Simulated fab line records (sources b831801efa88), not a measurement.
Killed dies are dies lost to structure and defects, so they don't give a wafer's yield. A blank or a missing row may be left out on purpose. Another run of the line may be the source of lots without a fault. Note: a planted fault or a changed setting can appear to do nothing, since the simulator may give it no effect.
One fault through the eyes of 2 desks + flow gf180mcu + every desk sees just its own numbers, and what lay behind them comes last

THE TOOL OWNER'S DESK: pvd-sputter-01
The tool's own readings at GF_M1_SPUTTER_02 (material AlCu, target thk 450 nm, time 23.9 s): means of the sampled wafers that have a number, for each lot that ran on this tool. A lot is out of limits, marked OUT, if its mean lies more than 4 standard deviations from the usual mean; the brackets give that distance.
Columns: A = throttle-valve-pct at GF_M1_SPUTTER_02, usual 29.9 %
| lot  | first seen here | A    |
|------|-----------------|------|
| L469 | day 16 10:00    | 31.3 |
| L470 | day 16 20:59    | 31.3 |
| L479 | day 20 11:06    | 31.3 |
| L483 | day 21 20:19    | 31.2 |
| L487 | day 22 22:44    | 31.0 |
Finding of this desk: none of the 5 lots has anything out of limits.

FROM THE METROLOGY DESK
Means of the sampled wafers that have a number, per lot and without regard to the tool the lot ran on: this is what the gauges read. A lot is out of limits, marked OUT, if its mean lies more than 4 standard deviations from the usual mean; the brackets give that distance.
Columns: A = VT_IMPLANT_2_TW at GF_VT_IMPLANT_TW_MEAS_21, usual 1218; B = M1_ALCU_RS at GF_M1_RS_MEAS_05, usual 0.0695 ohm/sq; C = M1_ALCU_THK at GF_M1_THK_MEAS_06, usual 451 nm; D = M1_OVL at GF_M1_OVL_MEAS_15, usual 4 nm; E = V2_CVD_02_THK at GF_V2_THK_MEAS_03, usual 850 nm
| lot  | first seen here | A    | B                 | C              | D  | E   |
|------|-----------------|------|-------------------|----------------|----|-----|
| L469 | day 6 09:29     | 1233 | 0.0698            | 452            | 15 | 852 |
| L470 | day 6 17:52     | 1212 | 0.0689            | 455            | 15 | 856 |
| L472 | day 7 10:31     | 1227 | 0.0705            | 444            | 10 | 840 |
| L474 | day 7 18:52     | 1211 | 0.0685            | 452            | -3 | 846 |
| L476 | day 8 14:32     | 1206 | 0.0685            | 460            | 4  | 846 |
| L477 | day 8 15:22     | 1232 | 0.0692            | 449            | -1 | 851 |
| L479 | day 9 05:32     | 1204 | 0.0691            | 453            | 5  | 841 |
| L483 | day 10 07:35    | 1211 | 0.0731 (+4.5) OUT | 429 (-4.4) OUT | 4  | 841 |
| L487 | day 11 07:03    | 1209 | 0.0729 (+4.3) OUT | 430 (-4.1) OUT | 0  | 857 |
| L488 | day 11 13:21    | 1214 | 0.0701            | 446            | 3  | 853 |
| L489 | day 11 17:48    | 1225 | 0.0685            | 455            | -5 | 855 |
| L490 | day 12 00:40    | 1231 | 0.0698            | 451            | 0  | 864 |
This desk's finding: out of limits on L483, L487; first on L483, day 21 20:25 (M1_ALCU_RS at GF_M1_RS_MEAS_05). L469, L470, L472, L474, L476, L477, L479, L488, L489, L490: within limits.

ALL TOGETHER
At day 21 20:25 the metrology desk could have sounded an alarm, on L483, L487.
The tool owner's desk saw nothing out of limits.
The tool owner's desk has L483, L487 on record, within its limits.
The lots listed all ran GF_M1_SPUTTER_02 on pvd-sputter-01.

WHAT WAS PUT IN BY THE SIMULATOR
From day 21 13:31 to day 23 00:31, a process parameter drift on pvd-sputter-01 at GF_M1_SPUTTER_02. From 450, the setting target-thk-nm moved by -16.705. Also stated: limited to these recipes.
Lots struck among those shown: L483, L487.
Time in hours between the start of the fault and the first out-of-limits reading at each desk: metrology desk, 7.
